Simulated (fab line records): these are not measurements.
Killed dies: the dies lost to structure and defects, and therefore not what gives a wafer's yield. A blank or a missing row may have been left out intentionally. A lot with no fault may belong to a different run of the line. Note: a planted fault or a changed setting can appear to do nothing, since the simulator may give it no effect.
Which tool was responsible? || flow sky130 || Sampling: 14 lots, 42 wafers, 6 of 708 route steps

## WHAT THE GAUGES READ, wafer by wafer
SKY_POLY_GATE_THK_MEAS_21. Usual: POLY_GATE_OXIDATION_THK 4.05 nm, standard deviation 0.083.
{"lot": "L435", "measured": "day 17 00:35", "on": "film metro-03", "POLY_GATE_OXIDATION_THK (nm)": "3.97 3.96 4.03", "flag": ""}
{"lot": "L436", "measured": "day 17 09:29", "on": "film metro-01", "POLY_GATE_OXIDATION_THK (nm)": "4.20 4.05 4.13", "flag": ""}
{"lot": "L437", "measured": "day 17 19:33", "on": "film metro-04", "POLY_GATE_OXIDATION_THK (nm)": "3.99 3.98 4.05", "flag": ""}
{"lot": "L439", "measured": "day 18 13:06", "on": "film metro-04", "POLY_GATE_OXIDATION_THK (nm)": "3.99 3.93 3.97", "flag": ""}
{"lot": "L442", "measured": "day 20 11:11", "on": "film metro-04", "POLY_GATE_OXIDATION_THK (nm)": "4.05 3.99 4.01", "flag": ""}
{"lot": "L443", "measured": "day 20 12:17", "on": "film metro-04", "POLY_GATE_OXIDATION_THK (nm)": "4.06 4.08 4.06", "flag": ""}
{"lot": "L445", "measured": "day 20 19:50", "on": "film metro-04", "POLY_GATE_OXIDATION_THK (nm)": "3.93 3.99 4.01", "flag": ""}
{"lot": "L446", "measured": "day 21 03:41", "on": "film metro-03", "POLY_GATE_OXIDATION_THK (nm)": "4.17 4.17 4.15", "flag": ""}
{"lot": "L447", "measured": "day 22 01:09", "on": "film metro-04", "POLY_GATE_OXIDATION_THK (nm)": "4.06 4.05 4.01", "flag": ""}
{"lot": "L448", "measured": "day 22 03:49", "on": "film metro-03", "POLY_GATE_OXIDATION_THK (nm)": "3.97 3.99 3.93", "flag": ""}
{"lot": "L453", "measured": "day 23 13:52", "on": "film metro-01", "POLY_GATE_OXIDATION_THK (nm)": "4.14 4.16 4.15", "flag": ""}
{"lot": "L454", "measured": "day 23 19:39", "on": "film metro-01", "POLY_GATE_OXIDATION_THK (nm)": "4.03 3.98 3.98", "flag": ""}
{"lot": "L455", "measured": "day 24 07:13", "on": "film metro-01", "POLY_GATE_OXIDATION_THK (nm)": "4.13 4.17 4.21", "flag": ""}
{"lot": "L457", "measured": "day 24 17:33", "on": "film metro-03", "POLY_GATE_OXIDATION_THK (nm)": "4.01 4.01 4.07", "flag": ""}

SKY_POLY_GATE_CD_MEAS_22. Usual: cd nm 151.0 nm, standard deviation 2.7.
{"lot": "L435", "measured": "day 17 00:39", "on": "cd sem-02", "cd nm (nm)": "149.1 152.2 149.6", "flag": ""}
{"lot": "L436", "measured": "day 17 09:32", "on": "cd sem-02", "cd nm (nm)": "154.5 147.9 150.3", "flag": ""}
{"lot": "L437", "measured": "day 17 19:37", "on": "cd sem-02", "cd nm (nm)": "149.3 148.4 153.0", "flag": ""}
{"lot": "L439", "measured": "day 18 13:10", "on": "cd sem-01", "cd nm (nm)": "147.5 145.7 145.4", "flag": ""}
{"lot": "L442", "measured": "day 20 11:14", "on": "cd sem-02", "cd nm (nm)": "151.2 149.3 152.0", "flag": ""}
{"lot": "L443", "measured": "day 20 12:20", "on": "cd sem-01", "cd nm (nm)": "152.8 149.4 152.8", "flag": ""}
{"lot": "L445", "measured": "day 20 19:53", "on": "cd sem-02", "cd nm (nm)": "155.5 153.5 154.8", "flag": ""}
{"lot": "L446", "measured": "day 21 03:44", "on": "cd sem-02", "cd nm (nm)": "151.6 150.4 152.3", "flag": ""}
{"lot": "L447", "measured": "day 22 01:13", "on": "cd sem-01", "cd nm (nm)": "149.4 152.0 152.6", "flag": ""}
{"lot": "L448", "measured": "day 22 03:53", "on": "cd sem-01", "cd nm (nm)": "149.4 149.2 153.0", "flag": ""}
{"lot": "L453", "measured": "day 23 13:58", "on": "cd sem-01", "cd nm (nm)": "149.2 154.5 151.7", "flag": ""}
{"lot": "L454", "measured": "day 23 19:44", "on": "cd sem-02", "cd nm (nm)": "150.1 152.5 145.5", "flag": ""}
{"lot": "L455", "measured": "day 24 07:18", "on": "cd sem-01", "cd nm (nm)": "146.4 155.2 153.6", "flag": ""}
{"lot": "L457", "measured": "day 24 17:37", "on": "cd sem-02", "cd nm (nm)": "154.3 151.9 150.9", "flag": ""}

SKY_LDD_N_TW_MEAS_17. Usual: LDD_N_TW 2597, standard deviation 25.
{"lot": "L435", "measured": "day 18 07:12", "on": "film metro-02", "LDD_N_TW": "2626 2629 2640", "flag": ""}
{"lot": "L436", "measured": "day 18 17:04", "on": "film metro-02", "LDD_N_TW": "2634 2634 2618", "flag": ""}
{"lot": "L437", "measured": "day 19 03:10", "on": "film metro-01", "LDD_N_TW": "2592 2584 2585", "flag": ""}
{"lot": "L439", "measured": "day 19 21:34", "on": "film metro-04", "LDD_N_TW": "2608 2593 2602", "flag": ""}
{"lot": "L442", "measured": "day 21 19:27", "on": "film metro-01", "LDD_N_TW": "2569 2574 2571", "flag": ""}
{"lot": "L443", "measured": "day 21 20:31", "on": "film metro-02", "LDD_N_TW": "2626 2628 2630", "flag": ""}
{"lot": "L445", "measured": "day 22 04:07", "on": "film metro-01", "LDD_N_TW": "2442 2448 2463", "flag": "OFF"}
{"lot": "L446", "measured": "day 22 11:34", "on": "film metro-01", "LDD_N_TW": "2446 2444 2444", "flag": "OFF"}
{"lot": "L447", "measured": "day 23 09:10", "on": "film metro-02", "LDD_N_TW": "2639 2620 2625", "flag": ""}
{"lot": "L448", "measured": "day 23 11:39", "on": "film metro-01", "LDD_N_TW": "2569 2580 2577", "flag": ""}
{"lot": "L453", "measured": "day 24 20:24", "on": "film metro-01", "LDD_N_TW": "2583 2565 2570", "flag": ""}
{"lot": "L454", "measured": "day 25 02:38", "on": "film metro-02", "LDD_N_TW": "2621 2604 2619", "flag": ""}
{"lot": "L455", "measured": "day 25 14:46", "on": "film metro-02", "LDD_N_TW": "2616 2613 2626", "flag": ""}
{"lot": "L457", "measured": "day 26 00:22", "on": "film metro-01", "LDD_N_TW": "2587 2588 2586", "flag": ""}

SKY_LDD_P_CD_MEAS_07 targets a cd of 380 nm. Usual: cd nm 379.6 nm, standard deviation 2.5.
{"lot": "L435", "measured": "day 19 12:49", "on": "cd sem-02", "cd nm (nm)": "384.2 383.8 381.9", "flag": ""}
{"lot": "L436", "measured": "day 19 23:53", "on": "cd sem-01", "cd nm (nm)": "381.8 382.4 381.7", "flag": ""}
{"lot": "L437", "measured": "day 20 09:41", "on": "cd sem-01", "cd nm (nm)": "377.5 376.8 378.6", "flag": ""}
{"lot": "L439", "measured": "day 21 04:02", "on": "cd sem-02", "cd nm (nm)": "382.2 379.5 381.9", "flag": ""}
{"lot": "L442", "measured": "day 23 01:47", "on": "cd sem-01", "cd nm (nm)": "376.9 376.2 377.1", "flag": ""}
{"lot": "L443", "measured": "day 23 02:43", "on": "cd sem-02", "cd nm (nm)": "376.1 377.5 375.5", "flag": ""}
{"lot": "L447", "measured": "day 24 14:14", "on": "cd sem-01", "cd nm (nm)": "378.5 375.7 377.5", "flag": ""}
{"lot": "L448", "measured": "day 24 17:26", "on": "cd sem-02", "cd nm (nm)": "378.7 379.4 378.1", "flag": ""}
{"lot": "L453", "measured": "day 26 01:23", "on": "cd sem-02", "cd nm (nm)": "376.2 377.7 378.6", "flag": ""}
{"lot": "L454", "measured": "day 26 08:04", "on": "cd sem-02", "cd nm (nm)": "383.5 380.7 382.2", "flag": ""}
{"lot": "L455", "measured": "day 26 19:54", "on": "cd sem-01", "cd nm (nm)": "383.1 382.3 379.9", "flag": ""}
{"lot": "L457", "measured": "day 27 05:13", "on": "cd sem-02", "cd nm (nm)": "374.1 376.3 375.1", "flag": ""}

## WHICH TOOL RAN EACH LOT (tool, then ch and the chambers of the sampled wafers, then the start)
{"lot": "L435", "SKY_LDD_N_IMPLANT_09": "implanter-01 ch 0, day 18 06:03", "SKY_LDD_N_STRIP_16": "plasma asher-03 ch 0,1, day 18 07:06"}
{"lot": "L436", "SKY_LDD_N_IMPLANT_09": "implanter-03 ch 0, day 18 15:55", "SKY_LDD_N_STRIP_16": "plasma asher-03 ch 0,1, day 18 16:58"}
{"lot": "L437", "SKY_LDD_N_IMPLANT_09": "implanter-03 ch 0, day 19 02:01", "SKY_LDD_N_STRIP_16": "plasma asher-04 ch 0,1, day 19 03:04"}
{"lot": "L439", "SKY_LDD_N_IMPLANT_09": "implanter-01 ch 0, day 19 20:25", "SKY_LDD_N_STRIP_16": "plasma asher-01 ch 0,1, day 19 21:28"}
{"lot": "L442", "SKY_LDD_N_IMPLANT_09": "implanter-01 ch 0, day 21 18:18", "SKY_LDD_N_STRIP_16": "plasma asher-03 ch 0,1, day 21 19:21"}
{"lot": "L443", "SKY_LDD_N_IMPLANT_09": "implanter-03 ch 0, day 21 19:22", "SKY_LDD_N_STRIP_16": "plasma asher-03 ch 0,1, day 21 20:25"}
{"lot": "L445", "SKY_LDD_N_IMPLANT_09": "implanter-01, day 22 02:58", "SKY_LDD_N_STRIP_16": "plasma asher-04 ch 0,1, day 22 04:01"}
{"lot": "L446", "SKY_LDD_N_IMPLANT_09": "implanter-03, day 22 10:25", "SKY_LDD_N_STRIP_16": "plasma asher-04 ch 0,1, day 22 11:28"}
{"lot": "L447", "SKY_LDD_N_IMPLANT_09": "implanter-03 ch 0, day 23 08:01", "SKY_LDD_N_STRIP_16": "plasma asher-04 ch 0,1, day 23 09:04"}
{"lot": "L448", "SKY_LDD_N_IMPLANT_09": "implanter-01 ch 0, day 23 10:30", "SKY_LDD_N_STRIP_16": "plasma asher-03 ch 0,1, day 23 11:33"}
{"lot": "L453", "SKY_LDD_N_IMPLANT_09": "implanter-03 ch 0, day 24 19:17", "SKY_LDD_N_STRIP_16": "plasma asher-03 ch 0,1, day 24 20:18"}
{"lot": "L454", "SKY_LDD_N_IMPLANT_09": "implanter-03 ch 0, day 25 01:31", "SKY_LDD_N_STRIP_16": "plasma asher-04 ch 0,1, day 25 02:33"}
{"lot": "L455", "SKY_LDD_N_IMPLANT_09": "implanter-01 ch 0, day 25 13:38", "SKY_LDD_N_STRIP_16": "plasma asher-01 ch 0,1, day 25 14:39"}
{"lot": "L457", "SKY_LDD_N_IMPLANT_09": "implanter-03 ch 0, day 25 23:13", "SKY_LDD_N_STRIP_16": "plasma asher-03 ch 0,1, day 26 00:16"}
- SKY_LDD_N_IMPLANT_09
- SKY_LDD_N_STRIP_16: strips in O2/N2.

## WHAT THE TOOLS THEMSELVES READ (means of the sampled wafers that have a number; where no wafer has one, the mark that the record gives instead)
SKY_LDD_N_IMPLANT_09. Usual: beam energy keV 19.999, standard deviation 0.0065; beam on s 10.00 s, standard deviation 0.2; dose ions cm2 7.5e+13, standard deviation 7.8e+10; end station pressure torr 5.35e-06 Torr, standard deviation 2.9e-07.
{"lot": "L435", "tool": "implanter-01", "beam energy keV": 19.996, "beam on s (s)": 9.97, "dose ions cm2": 7.5e+13, "end station pressure torr (Torr)": 5.32e-06, "flag": ""}
{"lot": "L436", "tool": "implanter-03", "beam energy keV": 20.000, "beam on s (s)": 9.97, "dose ions cm2": 7.5e+13, "end station pressure torr (Torr)": 5.46e-06, "flag": ""}
{"lot": "L437", "tool": "implanter-03", "beam energy keV": 19.998, "beam on s (s)": 9.93, "dose ions cm2": 7.5e+13, "end station pressure torr (Torr)": 5.44e-06, "flag": ""}
{"lot": "L439", "tool": "implanter-01", "beam energy keV": 20.002, "beam on s (s)": 10.01, "dose ions cm2": 7.5e+13, "end station pressure torr (Torr)": 5.71e-06, "flag": ""}
{"lot": "L442", "tool": "implanter-01", "beam energy keV": 19.998, "beam on s (s)": 9.91, "dose ions cm2": 7.5e+13, "end station pressure torr (Torr)": 5.39e-06, "flag": ""}
{"lot": "L443", "tool": "implanter-03", "beam energy keV": 19.995, "beam on s (s)": 10.16, "dose ions cm2": 7.5e+13, "end station pressure torr (Torr)": 5.49e-06, "flag": ""}
{"lot": "L445", "tool": "implanter-01", "beam energy keV": "-", "beam on s (s)": "-", "dose ions cm2": "-", "end station pressure torr (Torr)": "-", "flag": "OFF"}
{"lot": "L446", "tool": "implanter-03", "beam energy keV": "-", "beam on s (s)": "-", "dose ions cm2": "-", "end station pressure torr (Torr)": "-", "flag": "OFF"}
{"lot": "L447", "tool": "implanter-03", "beam energy keV": 19.998, "beam on s (s)": 9.89, "dose ions cm2": 7.5e+13, "end station pressure torr (Torr)": 5.32e-06, "flag": ""}
{"lot": "L448", "tool": "implanter-01", "beam energy keV": 20.001, "beam on s (s)": 9.97, "dose ions cm2": 7.5e+13, "end station pressure torr (Torr)": 5.58e-06, "flag": ""}
{"lot": "L453", "tool": "implanter-03", "beam energy keV": 20.004, "beam on s (s)": 9.79, "dose ions cm2": 7.5e+13, "end station pressure torr (Torr)": 5.35e-06, "flag": ""}
{"lot": "L454", "tool": "implanter-03", "beam energy keV": 19.999, "beam on s (s)": 9.91, "dose ions cm2": 7.5e+13, "end station pressure torr (Torr)": 5.26e-06, "flag": ""}
{"lot": "L455", "tool": "implanter-01", "beam energy keV": 19.997, "beam on s (s)": 10.02, "dose ions cm2": 7.5e+13, "end station pressure torr (Torr)": 5.39e-06, "flag": ""}
{"lot": "L457", "tool": "implanter-03", "beam energy keV": 20.007, "beam on s (s)": 10.11, "dose ions cm2": 7.5e+13, "end station pressure torr (Torr)": 5.52e-06, "flag": ""}

SKY_LDD_N_STRIP_16. Usual: drypump motor current A 5.6 A, standard deviation 0.34; n2 flow sccm 300.1 sccm, standard deviation 0.86; o2 flow sccm 3000 sccm, standard deviation 9.2; oes product au 0.406 a.u., standard deviation 0.0043; strip time to endpoint s 4.317 s, standard deviation 0.018.
{"lot": "L435", "tool": "plasma asher-03", "drypump motor current A (A)": 6.0, "n2 flow sccm (sccm)": 300.0, "o2 flow sccm (sccm)": 2990, "oes product au (a.u.)": 0.404, "strip time to endpoint s (s)": 4.326, "flag": ""}
{"lot": "L436", "tool": "plasma asher-03", "drypump motor current A (A)": 5.8, "n2 flow sccm (sccm)": 300.1, "o2 flow sccm (sccm)": 2998, "oes product au (a.u.)": 0.403, "strip time to endpoint s (s)": 4.332, "flag": ""}
{"lot": "L437", "tool": "plasma asher-04", "drypump motor current A (A)": 5.2, "n2 flow sccm (sccm)": 299.8, "o2 flow sccm (sccm)": 3002, "oes product au (a.u.)": 0.410, "strip time to endpoint s (s)": 4.301, "flag": ""}
{"lot": "L439", "tool": "plasma asher-01", "drypump motor current A (A)": 5.5, "n2 flow sccm (sccm)": 300.4, "o2 flow sccm (sccm)": 2998, "oes product au (a.u.)": 0.409, "strip time to endpoint s (s)": 4.329, "flag": ""}
{"lot": "L442", "tool": "plasma asher-03", "drypump motor current A (A)": 6.0, "n2 flow sccm (sccm)": 300.2, "o2 flow sccm (sccm)": 3001, "oes product au (a.u.)": 0.408, "strip time to endpoint s (s)": 4.327, "flag": ""}
{"lot": "L443", "tool": "plasma asher-03", "drypump motor current A (A)": 6.0, "n2 flow sccm (sccm)": 299.2, "o2 flow sccm (sccm)": 3008, "oes product au (a.u.)": 0.406, "strip time to endpoint s (s)": 4.310, "flag": ""}
{"lot": "L445", "tool": "plasma asher-04", "drypump motor current A (A)": 5.3, "n2 flow sccm (sccm)": 299.4, "o2 flow sccm (sccm)": 2997, "oes product au (a.u.)": 0.409, "strip time to endpoint s (s)": 4.166, "flag": "OFF"}
{"lot": "L446", "tool": "plasma asher-04", "drypump motor current A (A)": 5.3, "n2 flow sccm (sccm)": 300.3, "o2 flow sccm (sccm)": 3006, "oes product au (a.u.)": 0.411, "strip time to endpoint s (s)": 4.151, "flag": "OFF"}
{"lot": "L447", "tool": "plasma asher-04", "drypump motor current A (A)": 5.3, "n2 flow sccm (sccm)": 300.9, "o2 flow sccm (sccm)": 3003, "oes product au (a.u.)": 0.407, "strip time to endpoint s (s)": 4.298, "flag": ""}
{"lot": "L448", "tool": "plasma asher-03", "drypump motor current A (A)": 5.8, "n2 flow sccm (sccm)": 298.7, "o2 flow sccm (sccm)": 2996, "oes product au (a.u.)": 0.408, "strip time to endpoint s (s)": 4.323, "flag": ""}
{"lot": "L453", "tool": "plasma asher-03", "drypump motor current A (A)": 5.9, "n2 flow sccm (sccm)": 300.6, "o2 flow sccm (sccm)": 2991, "oes product au (a.u.)": 0.405, "strip time to endpoint s (s)": 4.341, "flag": ""}
{"lot": "L454", "tool": "plasma asher-04", "drypump motor current A (A)": 5.5, "n2 flow sccm (sccm)": 300.0, "o2 flow sccm (sccm)": 2993, "oes product au (a.u.)": 0.407, "strip time to endpoint s (s)": 4.304, "flag": ""}
{"lot": "L455", "tool": "plasma asher-01", "drypump motor current A (A)": 5.3, "n2 flow sccm (sccm)": 299.6, "o2 flow sccm (sccm)": 3000, "oes product au (a.u.)": 0.407, "strip time to endpoint s (s)": 4.314, "flag": ""}
{"lot": "L457", "tool": "plasma asher-03", "drypump motor current A (A)": 5.8, "n2 flow sccm (sccm)": 300.9, "o2 flow sccm (sccm)": 2998, "oes product au (a.u.)": 0.407, "strip time to endpoint s (s)": 4.312, "flag": ""}

## THE ANSWER, worked out from the rows above alone
Rule: a lot is off if the mean of its wafers that have a number lies more than 3 standard deviations from the usual mean. A lot without any number at a reading at which 4 lots or more have one is off too. Any other lot the step has rows for is counted as sound. The gauges are gone through in route order, then the tools' own readings, and for those a lot's mean is taken as printed above. The first step at which some lot is off is used, and at that step the reading that is off furthest; a lot without a number counts as furthest.
Off: L445, L446, seen at SKY_LDD_N_TW_MEAS_17 (LDD_N_TW).
If a tool, at a process step before that reading, ran all the lots that are off and no sound lot after the first of them, it fits. Not tried: the gauges at SKY_LDD_N_TW_MEAS_17; whatever is off there is also off at SKY_LDD_N_IMPLANT_09, on other tools, and gauge error can't account for it. Of those tried, none fits.

## WHAT THE SIMULATOR HAD INSERTED
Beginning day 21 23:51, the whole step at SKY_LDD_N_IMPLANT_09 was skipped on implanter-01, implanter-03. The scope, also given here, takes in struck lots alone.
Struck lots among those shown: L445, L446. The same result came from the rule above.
